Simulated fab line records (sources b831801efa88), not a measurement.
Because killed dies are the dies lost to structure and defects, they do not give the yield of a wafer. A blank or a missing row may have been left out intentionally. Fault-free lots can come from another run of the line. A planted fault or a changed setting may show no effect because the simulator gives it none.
Chamber matching ; flow gf180mcu ; GF_V5_CVD_00 on hdpcvd-01 has 3 sister chambers
The step deposits SiO2, target thk 300 nm, time 50 s. 14 wafers are shown with their chamber, then 7 later ones without.

## WAFERS, EACH WITH ITS CHAMBER
wafer;chamber;sih4FlowSccm (sccm)
L124.3;0;60.18
L124.4;0;59.85
L124.5;1;60.04
L128.1;2;60.04
L128.2;0;59.98
L128.5;0;60.20
L129.1;1;60.09
L129.2;2;59.95
L129.6;2;60.27
L136.2;1;60.11
L136.4;1;59.89
L136.6;2;60.18
L143.2;1;60.04
L143.3;0;60.30

SIGNATURES (averages over the wafers above)
reading;chamber 0;chamber 1;chamber 2;scatter within a chamber
sih4FlowSccm;60.1020;60.0340;60.1100;0.143
Rule: distance of a wafer from a chamber = root of the sum over the readings of ((wafer's reading minus chamber's mean) / reading's scatter) squared. The wafer belongs to the nearest chamber; if the next one is less than 2 further off, it can't be placed. How the scatter is found: for the shown wafers, subtract from each reading the mean of its chamber, square and add these, divide the total by (wafers less chambers), then take the root.

## WAFERS WITH NO CHAMBER GIVEN
wafer;sih4FlowSccm (sccm)
L143.4;60.15
L145.2;59.94
L145.4;60.25
L145.5;60.09
L147.2;60.08
L147.3;60.10
L147.4;60.08

## WHICH CHAMBER EACH ONE RAN IN
wafer;from the rows above;in truth
L143.4;can't be placed: 2 or 0 or 1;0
L145.2;can't be placed: 1 or 0 or 2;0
L145.4;can't be placed: 2 or 0 or 1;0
L145.5;can't be placed: 0 or 2 or 1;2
L147.2;can't be placed: 0 or 2 or 1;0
L147.3;can't be placed: 0 or 2 or 1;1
L147.4;can't be placed: 0 or 2 or 1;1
Correctly placed: 0 of 7. These rows do not allow placing 7 (true chamber among the candidates in 7). Wrongly placed: 0.
